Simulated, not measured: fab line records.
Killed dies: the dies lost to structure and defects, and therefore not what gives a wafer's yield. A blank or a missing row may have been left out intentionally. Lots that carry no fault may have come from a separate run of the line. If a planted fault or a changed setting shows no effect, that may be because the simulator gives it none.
fab line records / flow sky130
record: lots: 6 wafers: 18 lastDay: 50
route steps=708 shown LI_CONTACT@366 PAD_OPEN@708
lots with no fault: from the same line, run without faults
startH: hours from the record's first day to the start of the lot's first wafer shown / waitH: hours from the lot's prior step to this one / " unchanged from the row above / L1.1+2: one row covering several wafers at once / - value missing, or start not given / * or withheld: withheld / < > ~ a bound
route shown NAME@n: a module of which the file shows steps, and the number in the route of the first / usual: mean/standard deviation taken from wafers without a fault / same: alike in all rows / chamber/n: place in a boat / sites: per-site readings / _std_site: how widely they spread, as a standard deviation / _edge_site: outer sites' mean less inner sites' / radiusMm: for every site, how far away it sits from the centre of the wafer / mask NAME#n: copy n / behind: the tool/chamber that last shaped the wafer / hold: why the lot went on hold/how many hours it stayed there/how the hold came to an end / device: names the non-switching transistor (n, p or np) / end of line: tests of these same wafers at the route's end / a step given without rows: its recipe and nothing more / killed: the dies lost at the first sort to structure and to defects; this is not the yield of the wafer / map: a wafer's dies, marking killed ones x, the rest . and places with no die _
set.NAME: setting as actually run; set.NAME@STEP: the setting as run at that earlier step / model.NAME: the simulator's own value behind a step, which no gauge read
a table for each step, a row for each wafer; lots at some steps of the route
services: a tool's chamber out of use, with start hour (startH, from the record's first day; less than 0 if before it), hours out, and reason
== steps ==
step: SKY_LI_CONTACT_DEHYDRATE_04
recipe: tempC: 200 timeS: 60
step: SKY_LI_CONTACT_HMDS_05
recipe: primeTimeS: 60 primeTempC: 120
step: SKY_LI_CONTACT_COAT_06
recipe: resist: BARC tempC: withheld timeS: withheld spinRpm: 3000 resistThkNm: 60
step: SKY_LI_CONTACT_COAT_07
recipe: resist: KrF-thick spinRpm: 3000 resistThkNm: 450
step: SKY_LI_CONTACT_SOFTBAKE_08
recipe: tempC: 100 timeS: 90 resist: KrF-thick
step: SKY_LI_CONTACT_EXPOSE_09
recipe: maskId: LICM1 na: 0.8 sourceShape: annular sigmaInner: 0.55 sigmaOuter: 0.85 targetCdNm: 170 doseMj: 38
step: SKY_LI_CONTACT_PEB_10
recipe: pebTempC: withheld pebTimeS: withheld resist: KrF-thick
step: SKY_LI_CONTACT_DEVELOP_11
recipe: developTimeS: 60 resist: KrF-thick devTempC: 21
step: SKY_LI_CONTACT_CD_MEAS_12
recipe: targetCdNm: 170
usual: cdNm: 170.3/1.5
lot.wafer=L391.1 tool=cdSem-01 chamber=- startH=666.99 waitH=- cdNm=171.1
lot.wafer=L391.2 tool=cdSem-01 chamber=- startH=666.99 waitH=- cdNm=170.8
lot.wafer=L391.6 tool=cdSem-01 chamber=- startH=666.99 waitH=- cdNm=171.0
lot.wafer=L393.2 tool=cdSem-01 chamber=- startH=691.15 waitH=- cdNm=168.9
lot.wafer=L393.3 tool=cdSem-01 chamber=- startH=691.15 waitH=- cdNm=169.2
lot.wafer=L393.6 tool=cdSem-01 chamber=- startH=691.15 waitH=- cdNm=170.1
lot.wafer=L401.1 tool=cdSem-01 chamber=- startH=757.69 waitH=- cdNm=170.8
lot.wafer=L401.5 tool=cdSem-01 chamber=- startH=757.69 waitH=- cdNm=169.9
lot.wafer=L401.6 tool=cdSem-01 chamber=- startH=757.69 waitH=- cdNm=171.6
lot.wafer=L403.3 tool=cdSem-02 chamber=- startH=776.07 waitH=- cdNm=170.9
lot.wafer=L403.5 tool=cdSem-02 chamber=- startH=776.07 waitH=- cdNm=170.2
lot.wafer=L403.6 tool=cdSem-02 chamber=- startH=776.07 waitH=- cdNm=169.3
lot.wafer=L406.1 tool=cdSem-02 chamber=- startH=795.19 waitH=- cdNm=171.7
lot.wafer=L406.3 tool=cdSem-02 chamber=- startH=795.19 waitH=- cdNm=171.7
lot.wafer=L406.6 tool=cdSem-02 chamber=- startH=795.19 waitH=- cdNm=170.9
lot.wafer=L413.1 tool=cdSem-01 chamber=- startH=847.63 waitH=- cdNm=174.2
lot.wafer=L413.2 tool=cdSem-01 chamber=- startH=847.63 waitH=- cdNm=173.0
lot.wafer=L413.6 tool=cdSem-01 chamber=- startH=847.63 waitH=- cdNm=173.4
step: SKY_LI_CONTACT_OVL_MEAS_13
usual: LI_CONTACT_OVL: 2/4.9
lot.wafer=L391.1 tool=overlay-02 chamber=- startH=667.11 waitH=0.1 LI_CONTACT_OVL[nm]=4
lot.wafer=L391.2 tool=overlay-02 chamber=- startH=667.11 waitH=0.1 LI_CONTACT_OVL[nm]=10
lot.wafer=L391.6 tool=overlay-02 chamber=- startH=667.11 waitH=0.1 LI_CONTACT_OVL[nm]=5
lot.wafer=L393.2 tool=overlay-01 chamber=- startH=691.25 waitH=0.1 LI_CONTACT_OVL[nm]=4
lot.wafer=L393.3 tool=overlay-01 chamber=- startH=691.25 waitH=0.1 LI_CONTACT_OVL[nm]=8
lot.wafer=L393.6 tool=overlay-01 chamber=- startH=691.25 waitH=0.1 LI_CONTACT_OVL[nm]=5
lot.wafer=L401.1 tool=overlay-01 chamber=- startH=757.81 waitH=0.1 LI_CONTACT_OVL[nm]=6
lot.wafer=L401.5 tool=overlay-01 chamber=- startH=757.81 waitH=0.1 LI_CONTACT_OVL[nm]=-4
lot.wafer=L401.6 tool=overlay-01 chamber=- startH=757.81 waitH=0.1 LI_CONTACT_OVL[nm]=-1
lot.wafer=L403.3 tool=overlay-02 chamber=- startH=776.16 waitH=0.1 LI_CONTACT_OVL[nm]=3
lot.wafer=L403.5 tool=overlay-02 chamber=- startH=776.16 waitH=0.1 LI_CONTACT_OVL[nm]=-6
lot.wafer=L403.6 tool=overlay-02 chamber=- startH=776.16 waitH=0.1 LI_CONTACT_OVL[nm]=-1
lot.wafer=L406.1 tool=overlay-02 chamber=- startH=795.31 waitH=0.1 LI_CONTACT_OVL[nm]=9
lot.wafer=L406.3 tool=overlay-02 chamber=- startH=795.31 waitH=0.1 LI_CONTACT_OVL[nm]=8
lot.wafer=L406.6 tool=overlay-02 chamber=- startH=795.31 waitH=0.1 LI_CONTACT_OVL[nm]=1
lot.wafer=L413.1 tool=overlay-02 chamber=- startH=847.75 waitH=0.1 LI_CONTACT_OVL[nm]=1
lot.wafer=L413.2 tool=overlay-02 chamber=- startH=847.75 waitH=0.1 LI_CONTACT_OVL[nm]=6
lot.wafer=L413.6 tool=overlay-02 chamber=- startH=847.75 waitH=0.1 LI_CONTACT_OVL[nm]=4
step: SKY_LI_CONTACT_ETCH_14
recipe: chemistry: N2/H2 target: BARC ionEnergyEv: 200 sourceW: 500 biasW: 100 pressureMtorr: 30 n2FlowSccm: 100 h2FlowSccm: 200 stopOn: SiO2 timeS: 45.9 targetDepthA: 600
usual: drypumpMotorCurrentA: 5.6/0.44 n2FlowSccm: 99.99/0.3 oesProductAu: 0.856/0.0045 throttleValvePct: 13.225/0.0079
lot.wafer=L391.1 tool=rieDiel-03 chamber=2 startH=667.14 waitH=0.0 drypumpMotorCurrentA=5.4 n2FlowSccm=100.27 oesProductAu=0.860 rfHoursCounterH=6 throttleValvePct=13.225
lot.wafer=L391.2 tool=rieDiel-03 chamber=1 startH=667.14 waitH=0.0 drypumpMotorCurrentA=6.4 n2FlowSccm=100.06 oesProductAu=0.856 rfHoursCounterH=9 throttleValvePct=13.224
lot.wafer=L391.6 tool=rieDiel-03 chamber=2 startH=667.14 waitH=0.0 drypumpMotorCurrentA=5.4 n2FlowSccm=99.89 oesProductAu=0.850 rfHoursCounterH=- throttleValvePct=13.216
lot.wafer=L393.2 tool=rieDiel-01 chamber=0 startH=691.28 waitH=0.0 drypumpMotorCurrentA=5.3 n2FlowSccm=100.11 oesProductAu=0.852 rfHoursCounterH=11 throttleValvePct=13.229
lot.wafer=L393.3 tool=rieDiel-01 chamber=3 startH=691.28 waitH=0.0 drypumpMotorCurrentA=5.2 n2FlowSccm=99.47 oesProductAu=0.864 rfHoursCounterH=11 throttleValvePct=13.231
lot.wafer=L393.6 tool=rieDiel-01 chamber=0 startH=691.28 waitH=0.0 drypumpMotorCurrentA=5.4 n2FlowSccm=100.11 oesProductAu=0.859 rfHoursCounterH=- throttleValvePct=13.223
lot.wafer=L401.1 tool=rieDiel-01 chamber=3 startH=757.84 waitH=0.0 drypumpMotorCurrentA=5.2 n2FlowSccm=100.78 oesProductAu=0.855 rfHoursCounterH=12 throttleValvePct=13.215
lot.wafer=L401.5 tool=rieDiel-01 chamber=1 startH=757.84 waitH=0.0 drypumpMotorCurrentA=5.1 n2FlowSccm=100.21 oesProductAu=0.854 rfHoursCounterH=- throttleValvePct=13.230
lot.wafer=L401.6 tool=rieDiel-01 chamber=0 startH=757.84 waitH=0.0 drypumpMotorCurrentA=5.3 n2FlowSccm=100.07 oesProductAu=0.862 rfHoursCounterH=- throttleValvePct=13.218
lot.wafer=L403.3 tool=rieDiel-02 chamber=3 startH=776.18 waitH=0.0 drypumpMotorCurrentA=5.8 n2FlowSccm=99.92 oesProductAu=0.860 rfHoursCounterH=8 throttleValvePct=13.214
lot.wafer=L403.5 tool=rieDiel-02 chamber=2 startH=776.18 waitH=0.0 drypumpMotorCurrentA=5.6 n2FlowSccm=100.13 oesProductAu=0.862 rfHoursCounterH=- throttleValvePct=13.224
lot.wafer=L403.6 tool=rieDiel-02 chamber=1 startH=776.18 waitH=0.0 drypumpMotorCurrentA=5.4 n2FlowSccm=100.20 oesProductAu=0.863 rfHoursCounterH=- throttleValvePct=13.232
lot.wafer=L406.1 tool=rieDiel-03 chamber=1 startH=795.34 waitH=0.0 drypumpMotorCurrentA=6.4 n2FlowSccm=99.84 oesProductAu=0.855 rfHoursCounterH=12 throttleValvePct=13.224
lot.wafer=L406.3 tool=rieDiel-03 chamber=3 startH=795.34 waitH=0.0 drypumpMotorCurrentA=5.5 n2FlowSccm=99.87 oesProductAu=0.854 rfHoursCounterH=3 throttleValvePct=13.231
lot.wafer=L406.6 tool=rieDiel-03 chamber=0 startH=795.34 waitH=0.0 drypumpMotorCurrentA=6.6 n2FlowSccm=99.57 oesProductAu=0.842 rfHoursCounterH=- throttleValvePct=13.227
lot.wafer=L413.1 tool=rieDiel-02 chamber=3 startH=847.78 waitH=0.0 drypumpMotorCurrentA=5.8 n2FlowSccm=99.91 oesProductAu=0.853 rfHoursCounterH=11 throttleValvePct=13.232
lot.wafer=L413.2 tool=rieDiel-02 chamber=1 startH=847.78 waitH=0.0 drypumpMotorCurrentA=5.4 n2FlowSccm=99.53 oesProductAu=0.859 rfHoursCounterH=5 throttleValvePct=13.231
lot.wafer=L413.6 tool=rieDiel-02 chamber=0 startH=847.78 waitH=0.0 drypumpMotorCurrentA=5.6 n2FlowSccm=99.82 oesProductAu=0.854 rfHoursCounterH=- throttleValvePct=13.238
step: SKY_LI_CONTACT_ETCH_15
recipe: target: PSG chemistry: C4F8/O2/Ar stopOn: Si taperDeg: 4.15 maskMaterial: KrF-thick sourceW: 1500 biasW: 1200 pressureMtorr: 40 c4f8FlowSccm: withheld O2_flow_sccm: 6 Ar_flow_sccm: 300 timeS: withheld targetDepthA: 6000
usual: oesProductAu: 0.837/0.0044
lot.wafer=L391.1 tool=rieDiel-03 chamber=2 startH=667.19 waitH=0.0 oesProductAu=0.840
lot.wafer=L391.2 tool=rieDiel-03 chamber=1 startH=667.19 waitH=0.0 oesProductAu=0.830
lot.wafer=L391.6 tool=rieDiel-03 chamber=2 startH=667.19 waitH=0.0 oesProductAu=0.839
lot.wafer=L393.2 tool=rieDiel-01 chamber=0 startH=691.32 waitH=0.0 oesProductAu=0.828
lot.wafer=L393.3 tool=rieDiel-01 chamber=3 startH=691.32 waitH=0.0 oesProductAu=0.826
lot.wafer=L393.6 tool=rieDiel-01 chamber=0 startH=691.32 waitH=0.0 oesProductAu=0.836
lot.wafer=L401.1 tool=rieDiel-01 chamber=3 startH=757.89 waitH=0.0 oesProductAu=0.836
lot.wafer=L401.5 tool=rieDiel-01 chamber=1 startH=757.89 waitH=0.0 oesProductAu=0.834
lot.wafer=L401.6 tool=rieDiel-01 chamber=0 startH=757.89 waitH=0.0 oesProductAu=0.836
lot.wafer=L403.3 tool=rieDiel-02 chamber=3 startH=776.22 waitH=0.0 oesProductAu=0.839
lot.wafer=L403.5 tool=rieDiel-02 chamber=2 startH=776.22 waitH=0.0 oesProductAu=0.839
lot.wafer=L403.6 tool=rieDiel-02 chamber=1 startH=776.22 waitH=0.0 oesProductAu=0.840
lot.wafer=L406.1 tool=rieDiel-03 chamber=1 startH=795.39 waitH=0.0 oesProductAu=0.834
lot.wafer=L406.3 tool=rieDiel-03 chamber=3 startH=795.39 waitH=0.0 oesProductAu=0.845
lot.wafer=L406.6 tool=rieDiel-03 chamber=0 startH=795.39 waitH=0.0 oesProductAu=0.836
lot.wafer=L413.1 tool=rieDiel-02 chamber=3 startH=847.82 waitH=0.0 oesProductAu=0.834
lot.wafer=L413.2 tool=rieDiel-02 chamber=1 startH=847.82 waitH=0.0 oesProductAu=0.844
lot.wafer=L413.6 tool=rieDiel-02 chamber=0 startH=847.82 waitH=0.0 oesProductAu=0.840
step: SKY_LI_CONTACT_STRIP_16
recipe: chemistry: O2/N2 powerW: 1400 pressureMtorr: 1500 platenTempC: withheld o2FlowSccm: 3000 n2FlowSccm: 300 overashFraction: 0.5
usual: drypumpMotorCurrentA: 5.9/0.51 n2FlowSccm: 299.9/0.87 oesProductAu: 0.375/0.0052 overashFraction: 0.5/0 stripTimeToEndpointS: 3.50/0.032
lot.wafer=L391.1 tool=plasmaAsher-04 chamber=0 startH=667.27 waitH=- drypumpMotorCurrentA=6.1 n2FlowSccm=300.0 oesProductAu=0.373 overashFraction=0.5 rfHoursCounterH=54 stripTimeToEndpointS=3.50
lot.wafer=L391.2 tool=plasmaAsher-04 chamber=1 startH=667.27 waitH=- drypumpMotorCurrentA=6.2 n2FlowSccm=298.8 oesProductAu=0.378 overashFraction=0.5 rfHoursCounterH=54 stripTimeToEndpointS=3.49
lot.wafer=L391.6 tool=plasmaAsher-04 chamber=0 startH=667.27 waitH=- drypumpMotorCurrentA=6.2 n2FlowSccm=300.3 oesProductAu=0.373 overashFraction=0.5 rfHoursCounterH=- stripTimeToEndpointS=3.51
lot.wafer=L393.2 tool=plasmaAsher-02 chamber=1 startH=691.41 waitH=- drypumpMotorCurrentA=5.1 n2FlowSccm=299.9 oesProductAu=0.372 overashFraction=0.5 rfHoursCounterH=100 stripTimeToEndpointS=3.54
lot.wafer=L393.3 tool=plasmaAsher-02 chamber=0 startH=691.41 waitH=- drypumpMotorCurrentA=6.4 n2FlowSccm=301.7 oesProductAu=0.382 overashFraction=0.5 rfHoursCounterH=- stripTimeToEndpointS=3.53
lot.wafer=L393.6 tool=plasmaAsher-02 chamber=0 startH=691.41 waitH=- drypumpMotorCurrentA=6.5 n2FlowSccm=300.2 oesProductAu=0.390 overashFraction=0.5 rfHoursCounterH=- stripTimeToEndpointS=3.55
lot.wafer=L401.1 tool=plasmaAsher-02 chamber=1 startH=757.97 waitH=- drypumpMotorCurrentA=5.1 n2FlowSccm=297.8 oesProductAu=0.367 overashFraction=0.7 rfHoursCounterH=2 stripTimeToEndpointS=3.48
lot.wafer=L401.5 tool=plasmaAsher-02 chamber=0 startH=757.97 waitH=- drypumpMotorCurrentA=6.4 n2FlowSccm=300.1 oesProductAu=0.372 overashFraction=0.7 rfHoursCounterH=- stripTimeToEndpointS=3.46
lot.wafer=L401.6 tool=plasmaAsher-02 chamber=1 startH=757.97 waitH=- drypumpMotorCurrentA=5.1 n2FlowSccm=298.9 oesProductAu=0.369 overashFraction=0.7 rfHoursCounterH=- stripTimeToEndpointS=3.48
lot.wafer=L403.3 tool=plasmaAsher-02 chamber=1 startH=776.34 waitH=- drypumpMotorCurrentA=5.1 n2FlowSccm=299.3 oesProductAu=0.368 overashFraction=0.7 rfHoursCounterH=- stripTimeToEndpointS=3.47
lot.wafer=L403.5 tool=plasmaAsher-02 chamber=1 startH=776.34 waitH=- drypumpMotorCurrentA=5.0 n2FlowSccm=300.7 oesProductAu=0.377 overashFraction=0.7 rfHoursCounterH=- stripTimeToEndpointS=3.51
lot.wafer=L403.6 tool=plasmaAsher-02 chamber=0 startH=776.34 waitH=- drypumpMotorCurrentA=6.4 n2FlowSccm=299.3 oesProductAu=0.374 overashFraction=0.7 rfHoursCounterH=- stripTimeToEndpointS=3.55
lot.wafer=L406.1 tool=plasmaAsher-01 chamber=0 startH=795.47 waitH=- drypumpMotorCurrentA=6.1 n2FlowSccm=300.3 oesProductAu=0.377 overashFraction=0.5 rfHoursCounterH=98 stripTimeToEndpointS=3.51
lot.wafer=L406.3 tool=plasmaAsher-01 chamber=1 startH=795.47 waitH=- drypumpMotorCurrentA=6.0 n2FlowSccm=300.0 oesProductAu=0.362 overashFraction=0.5 rfHoursCounterH=- stripTimeToEndpointS=3.45
lot.wafer=L406.6 tool=plasmaAsher-01 chamber=0 startH=795.47 waitH=- drypumpMotorCurrentA=6.2 n2FlowSccm=299.1 oesProductAu=0.377 overashFraction=0.5 rfHoursCounterH=- stripTimeToEndpointS=3.52
lot.wafer=L413.1 tool=plasmaAsher-04 chamber=1 startH=847.91 waitH=- drypumpMotorCurrentA=6.3 n2FlowSccm=299.4 oesProductAu=0.361 overashFraction=0.5 rfHoursCounterH=68 stripTimeToEndpointS=3.51
lot.wafer=L413.2 tool=plasmaAsher-04 chamber=0 startH=847.91 waitH=- drypumpMotorCurrentA=6.2 n2FlowSccm=300.0 oesProductAu=0.377 overashFraction=0.5 rfHoursCounterH=68 stripTimeToEndpointS=3.55
lot.wafer=L413.6 tool=plasmaAsher-04 chamber=1 startH=847.91 waitH=- drypumpMotorCurrentA=6.3 n2FlowSccm=299.0 oesProductAu=0.380 overashFraction=0.5 rfHoursCounterH=- stripTimeToEndpointS=3.48
step: SKY_LI_CONTACT_CLEAN_17
recipe: chemistry: NMP timeS: 600 tempC: 60 dry: n2Spin
step: SKY_PAD_OPEN_PROBE_99
usual: killed_at_M0_to_M3: 43/6.7 killed_at_M4_up: 3.2/1.8 killedAtContacts: 24/4.8 killedAtFrontEnd: 16/4.2 killedAtOther: 0.3/0.56 killedDies: 86/8.5 killedOpen: 47/6.7 killedShort: 39/6
same: grossDies: 492 killedAtBackSide: 0
lot.wafer=L391.1 tool=prober-01 chamber=- startH=1065.72 waitH=0.1 killed_at_M0_to_M3=49 killed_at_M4_up=1 killedAtContacts=24 killedAtFrontEnd=13 killedAtOther=1 killedDies=88 killedOpen=55 killedShort=33
lot.wafer=L391.2 tool=prober-01 chamber=- startH=1065.77 waitH=0.1 killed_at_M0_to_M3=36 killed_at_M4_up=3 killedAtContacts=22 killedAtFrontEnd=22 killedAtOther=0 killedDies=83 killedOpen=48 killedShort=34
lot.wafer=L391.6 tool=prober-01 chamber=- startH=1065.97 waitH=0.2 killed_at_M0_to_M3=32 killed_at_M4_up=1 killedAtContacts=28 killedAtFrontEnd=17 killedAtOther=0 killedDies=78 killedOpen=44 killedShort=34
lot.wafer=L401.1 tool=prober-01 chamber=- startH=1132.90 waitH=0.1 killed_at_M0_to_M3=32 killed_at_M4_up=7 killedAtContacts=22 killedAtFrontEnd=12 killedAtOther=0 killedDies=73 killedOpen=27 killedShort=46
lot.wafer=L401.5 tool=prober-01 chamber=- startH=1133.10 waitH=0.2 killed_at_M0_to_M3=34 killed_at_M4_up=7 killedAtContacts=24 killedAtFrontEnd=11 killedAtOther=0 killedDies=76 killedOpen=32 killedShort=43
lot.wafer=L401.6 tool=prober-01 chamber=- startH=1133.15 waitH=0.2 killed_at_M0_to_M3=50 killed_at_M4_up=4 killedAtContacts=29 killedAtFrontEnd=13 killedAtOther=0 killedDies=96 killedOpen=48 killedShort=46
lot.wafer=L406.1 tool=prober-02 chamber=- startH=1160.51 waitH=0.1 killed_at_M0_to_M3=46 killed_at_M4_up=6 killedAtContacts=24 killedAtFrontEnd=25 killedAtOther=0 killedDies=101 killedOpen=50 killedShort=51
lot.wafer=L406.3 tool=prober-02 chamber=- startH=1160.61 waitH=0.2 killed_at_M0_to_M3=56 killed_at_M4_up=2 killedAtContacts=17 killedAtFrontEnd=20 killedAtOther=0 killedDies=95 killedOpen=54 killedShort=41
lot.wafer=L406.6 tool=prober-02 chamber=- startH=1160.76 waitH=0.2 killed_at_M0_to_M3=54 killed_at_M4_up=3 killedAtContacts=24 killedAtFrontEnd=17 killedAtOther=0 killedDies=98 killedOpen=48 killedShort=50
killed by level:class
L391.1 VIA1:geometricParticle:open=13 CONTACT:geometricParticle:open=12 VIA2:geometricParticle:open=8 VIA3:geometricParticle:open=7 LI_CONTACT:geometricParticle:open=6 METAL2:geometricParticle:short=5 FIELD_ISO:geometricParticle:short=4 FIELD_ISO:geometricParticle:open=4
L391.2 CONTACT:geometricParticle:open=9 FIELD_ISO:geometricParticle:open=7 LI_CONTACT:geometricParticle:open=7 VIA2:geometricParticle:open=7 FIELD_ISO:geometricParticle:short=6 VIA1:geometricParticle:open=6 METAL2:geometricParticle:short=6 VIA3:geometricParticle:short=4
L391.6 LI_CONTACT:geometricParticle:open=11 VIA1:geometricParticle:open=11 CONTACT:geometricParticle:open=10 FIELD_ISO:geometricParticle:short=7 METAL2:geometricParticle:short=5 VIA2:geometricParticle:open=4 CONTACT:geometricParticle:short=3 METAL1:geometricParticle:short=3
L401.1 CONTACT:geometricParticle:open=8 LOCAL_INTERCONNECT:geometricParticle:short=7 METAL2:geometricParticle:short=7 METAL4:geometricParticle:short=7 VIA1:geometricParticle:short=6 METAL3:geometricParticle:short=5 LI_CONTACT:geometricParticle:open=5 VIA1:geometricParticle:open=5
L401.5 CONTACT:geometricParticle:open=12 VIA1:geometricParticle:open=9 CONTACT:geometricParticle:short=7 METAL4:geometricParticle:short=6 METAL1:geometricParticle:short=5 METAL3:geometricParticle:short=5 FIELD_ISO:geometricParticle:short=4 LI_CONTACT:geometricParticle:open=4
L401.6 CONTACT:geometricParticle:open=11 VIA1:geometricParticle:open=11 VIA1:geometricParticle:short=10 CONTACT:geometricParticle:short=8 METAL2:geometricParticle:short=7 LI_CONTACT:geometricParticle:open=6 FIELD_ISO:geometricParticle:open=4 LOCAL_INTERCONNECT:geometricParticle:short=4
L406.1 METAL2:geometricParticle:short=10 LI_CONTACT:geometricParticle:open=7 VIA3:geometricParticle:open=7 POLY_GATE:geometricParticle:open=6 METAL1:geometricParticle:short=6 FIELD_ISO:geometricParticle:short=5 FIELD_ISO:geometricParticle:open=5 VIA1:geometricParticle:short=5
L406.3 VIA1:geometricParticle:open=16 VIA3:geometricParticle:open=8 CONTACT:geometricParticle:short=7 VIA2:geometricParticle:open=7 LI_CONTACT:geometricParticle:open=6 VIA1:geometricParticle:short=6 METAL2:geometricParticle:short=5 FIELD_ISO:geometricParticle:open=4
L406.6 VIA1:geometricParticle:open=10 METAL2:geometricParticle:short=10 LI_CONTACT:geometricParticle:open=8 CONTACT:geometricParticle:open=8 METAL1:geometricParticle:short=8 VIA2:geometricParticle:open=6 VIA1:geometricParticle:short=5 FIELD_ISO:geometricParticle:short=4
== services ==
tool=plasmaAsher-04 chamber=- startH=648.35 hours=5.8 kind=pm
tool=plasmaAsher-04 chamber=- startH=655.40 hours=1.8 kind=repair
tool=rieDiel-02 chamber=1 startH=658.27 hours=- kind=clean
tool=rieDiel-02 chamber=1 startH=658.27 hours=27.2 kind=scheduledDown
tool=rieDiel-02 chamber=1 startH=658.27 hours=27.2 kind=ventCycle
tool=rieDiel-03 chamber=3 startH=665.92 hours=- kind=clean
tool=rieDiel-03 chamber=3 startH=665.92 hours=13.9 kind=scheduledDown
tool=rieDiel-03 chamber=3 startH=665.92 hours=13.9 kind=ventCycle
tool=rieDiel-03 chamber=- startH=693.99 hours=0.5 kind=repair
tool=rieDiel-01 chamber=2 startH=720.23 hours=- kind=clean
tool=rieDiel-01 chamber=2 startH=720.23 hours=20.3 kind=scheduledDown
tool=rieDiel-01 chamber=2 startH=720.23 hours=20.3 kind=ventCycle
tool=rieDiel-02 chamber=0 startH=722.02 hours=6.0 kind=repair
tool=plasmaAsher-02 chamber=- startH=733.75 hours=9.0 kind=pm
tool=plasmaAsher-01 chamber=- startH=744.21 hours=7.7 kind=repair
tool=rieDiel-01 chamber=3 startH=760.77 hours=5.7 kind=repair
tool=plasmaAsher-02 chamber=- startH=770.56 hours=0.5 kind=repair
tool=plasmaAsher-04 chamber=- startH=775.66 hours=28.1 kind=pm
tool=rieDiel-01 chamber=3 startH=788.17 hours=11.7 kind=repair
tool=rieDiel-02 chamber=1 startH=788.75 hours=9.7 kind=repair
tool=rieDiel-03 chamber=2 startH=793.93 hours=12.4 kind=repair
tool=plasmaAsher-04 chamber=- startH=803.76 hours=15.6 kind=pm
tool=plasmaAsher-02 chamber=- startH=841.07 hours=5.9 kind=repair
tool=rieDiel-02 chamber=2 startH=845.49 hours=4.1 kind=repair
== key ==
firstSign: step: SKY_LI_CONTACT_STRIP_16 reading: overashFraction direction: up sigmas: 99+ usual: 0.5 struck: 0.7
effect none on later readings
metAt SKY_LI_CONTACT_STRIP_16
struckWafers L401.1,L401.5,L401.6,L403.3,L403.5,L403.6
testerLeftOut L401,L403
onsetBetween 691.41 757.97
fault: kind: processParameterDrift tool: plasmaAsher-02 chamber: - onsetH: 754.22 steps: SKY_LI_CONTACT_STRIP_16 channel: overashFraction offset: 0.2 shape: step endH: 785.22 actsIn: theseRecipesOnly stated: 0.5
testerLeftOut: of these lots the tester's yield and bins aren't shown, on N5 and GAA mostly nor the transistor test; their killed dies are dies lost to structure and defects alone, not to doping, threshold or leakage, so they don't give the yield
